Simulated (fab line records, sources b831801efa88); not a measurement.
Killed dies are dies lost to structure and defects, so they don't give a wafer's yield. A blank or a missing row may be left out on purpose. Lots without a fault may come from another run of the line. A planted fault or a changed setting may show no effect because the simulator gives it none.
Which tool did it? | flow gf180mcu | 14 lots, 42 wafers sampled, at 4 steps of a route of 602

WHAT THE GAUGES READ, wafer by wafer
GF_TOP_METAL_CD_MEAS_14: target cd 440 nm. Usual: cd_nm 439.7 nm, standard deviation 2.1.
lot  | measured     | on        | cd_nm (nm)        | flag
L673 | day 27 23:01 | cd_sem-01 | 436.1 437.5 440.4 |
L674 | day 28 05:13 | cd_sem-01 | 439.0 437.7 439.3 |
L675 | day 28 15:50 | cd_sem-01 | 438.7 441.2 440.4 |
L676 | day 28 23:55 | cd_sem-01 | 437.0 436.3 437.1 |
L677 | day 29 03:31 | cd_sem-02 | 442.3 443.4 442.0 |
L678 | day 29 17:02 | cd_sem-02 | 439.2 439.6 440.8 |
L679 | day 30 00:31 | cd_sem-01 | 442.6 440.9 441.6 |
L680 | day 30 07:34 | cd_sem-02 | 439.1 437.6 439.2 |
L682 | day 30 19:10 | cd_sem-01 | 436.1 438.5 438.2 |
L690 | day 33 02:39 | cd_sem-01 | 437.3 438.1 439.9 |
L692 | day 33 12:28 | cd_sem-02 | 439.4 438.5 436.7 |
L693 | day 33 15:16 | cd_sem-01 | 441.3 439.2 439.4 |
L694 | day 33 21:52 | cd_sem-02 | 437.9 438.1 438.7 |
L696 | day 34 08:56 | cd_sem-02 | 440.4 438.3 440.2 |

GF_PASSIVATION_THK_MEAS_03. Usual: PASSIVATION_CVD_02_THK 699 nm, standard deviation 8.9.
lot  | measured     | on            | PASSIVATION_CVD_02_THK (nm) | flag
L673 | day 28 00:18 | film_metro-04 | 690 689 708                 |
L674 | day 28 06:37 | film_metro-04 | 709 710 715                 |
L675 | day 28 17:19 | film_metro-03 | 704 695 715                 |
L676 | day 29 01:11 | film_metro-04 | 697 695 700                 |
L677 | day 29 04:48 | film_metro-03 | 691 690 692                 |
L678 | day 29 18:24 | film_metro-04 | 678 696 706                 |
L679 | day 30 02:08 | film_metro-03 | 701 693 706                 |
L680 | day 30 08:53 | film_metro-04 | 688 681 688                 |
L682 | day 30 20:27 | film_metro-01 | 684 694 697                 |
L690 | day 33 03:58 | film_metro-03 | 698 683 708                 |
L692 | day 33 13:44 | film_metro-01 | 690 706 712                 |
L693 | day 33 16:33 | film_metro-03 | 705 704 721                 |
L694 | day 33 23:17 | film_metro-03 | 692 709 697                 |
L696 | day 34 10:18 | film_metro-01 | 695 709 703                 |

WHICH TOOL RAN EACH LOT (tool, then ch and the chambers of the sampled wafers, then the start)
lot  | GF_HV_LDD_CVD_54            | GF_V5_ETCH_16
L673 | lpcvd-01 ch 1, day 12 06:07 | rie_diel-03 ch 0,1,3, day 26 22:56
L674 | lpcvd-01 ch 1, day 12 13:07 | rie_diel-03 ch 0,3, day 27 06:01
L675 | lpcvd-01 ch 0, day 13 00:07 | rie_diel-03 ch 0,2,3, day 27 19:26
L676 | lpcvd-01 ch 0, day 13 08:10 | rie_diel-02 ch 0,2,3, day 28 02:43
L677 | lpcvd-02 ch 1, day 13 14:04 | rie_diel-03 ch 0,1,2, day 28 06:34
L678 | lpcvd-01 ch 0, day 14 02:37 | rie_diel-03 ch 1,2,3, day 28 20:31
L679 | lpcvd-01 ch 0, day 14 11:07 | rie_diel-02 ch 1,2,3, day 29 04:13
L680 | lpcvd-01 ch 1, day 14 18:34 | rie_diel-03 ch 0,1,3, day 29 11:41
L682 | lpcvd-02 ch 0, day 15 08:19 | rie_diel-03 ch 1,3, day 29 23:25
L690 | lpcvd-01 ch 0, day 18 07:31 | rie_diel-04 ch 0,1,3, day 32 09:04
L692 | lpcvd-02 ch 1, day 18 22:11 | rie_diel-02 ch 2,3, day 32 19:13
L693 | lpcvd-02 ch 1, day 19 05:04 | rie_diel-04 ch 0,2, day 32 22:31
L694 | lpcvd-01 ch 1, day 19 15:22 | rie_diel-02 ch 1,3, day 33 05:05
L696 | lpcvd-02 ch 1, day 20 04:55 | rie_diel-02 ch 0,1,3, day 33 16:40
- GF_HV_LDD_CVD_54: deposits SiO2 from TEOS, target thk 10 nm, time 75 s.
- GF_V5_ETCH_16: etches BARC in N2/H2.

WHAT THE TOOLS THEMSELVES READ (means of the sampled wafers that have a number; where no wafer has one, the mark that the record gives instead)
GF_HV_LDD_CVD_54. Usual: spike_tc_upper_C 680.7 C, standard deviation 1.3.
lot  | tool     | spike_tc_upper_C (C) | flag
L673 | lpcvd-01 | 681.2                |
L674 | lpcvd-01 | 680.1                |
L675 | lpcvd-01 | 680.8                |
L676 | lpcvd-01 | 679.8                |
L677 | lpcvd-02 | 681.2                |
L678 | lpcvd-01 | 680.0                |
L679 | lpcvd-01 | 681.0                |
L680 | lpcvd-01 | 680.1                |
L682 | lpcvd-02 | 678.6                |
L690 | lpcvd-01 | 680.9                |
L692 | lpcvd-02 | 681.5                |
L693 | lpcvd-02 | 681.1                |
L694 | lpcvd-01 | 680.4                |
L696 | lpcvd-02 | 681.7                |

GF_V5_ETCH_16. Usual: chamber_pressure_mTorr 29.99 mTorr, standard deviation 0.046; drypump_motor_current_A 5.9 A, standard deviation 0.37; oes_product_au 0.855 a.u., standard deviation 0.0047; throttle_valve_pct 13.226 %, standard deviation 0.01.
lot  | tool        | chamber_pressure_mTorr (mTorr) | drypump_motor_current_A (A) | oes_product_au (a.u.) | throttle_valve_pct (%) | flag
L673 | rie_diel-03 | 30.02                          | 5.8                         | 0.855                 | 13.225                 |
L674 | rie_diel-03 | 30.00                          | 5.6                         | 0.857                 | 13.236                 |
L675 | rie_diel-03 | 29.98                          | 5.8                         | 0.854                 | 13.226                 |
L676 | rie_diel-02 | 29.96                          | 5.6                         | 0.856                 | 13.230                 |
L677 | rie_diel-03 | 30.02                          | 6.1                         | 0.854                 | 13.217                 |
L678 | rie_diel-03 | 30.00                          | 5.9                         | 0.852                 | 13.225                 |
L679 | rie_diel-02 | 30.00                          | 6.0                         | 0.852                 | 13.223                 |
L680 | rie_diel-03 | 30.00                          | 5.8                         | 0.851                 | 13.223                 |
L682 | rie_diel-03 | 30.01                          | 5.6                         | 0.856                 | 13.226                 |
L690 | rie_diel-04 | 30.01                          | 6.0                         | 0.852                 | 13.219                 |
L692 | rie_diel-02 | 30.00                          | 5.8                         | 0.856                 | 13.230                 |
L693 | rie_diel-04 | 29.98                          | 5.8                         | 0.852                 | 13.227                 |
L694 | rie_diel-02 | 30.01                          | 6.1                         | 0.854                 | 13.221                 |
L696 | rie_diel-02 | 29.98                          | 5.8                         | 0.857                 | 13.229                 |

THE ANSWER, worked out from the rows above alone
Rule: a lot is off if the mean of its wafers that have a number lies more than 3 standard deviations from the usual mean. A lot without any number at a reading at which 4 lots or more have one is off too. The other lots that the step has rows for count as sound. The gauges are gone through in route order, then the tools' own readings, and for those a lot's mean is taken as printed above. The first step at which some lot is off is used, and at that step the reading that is off furthest; a lot without a number counts as furthest.
No lot is off at any reading shown: from this, nothing can be told.

WHAT THE SIMULATOR HAD PUT IN
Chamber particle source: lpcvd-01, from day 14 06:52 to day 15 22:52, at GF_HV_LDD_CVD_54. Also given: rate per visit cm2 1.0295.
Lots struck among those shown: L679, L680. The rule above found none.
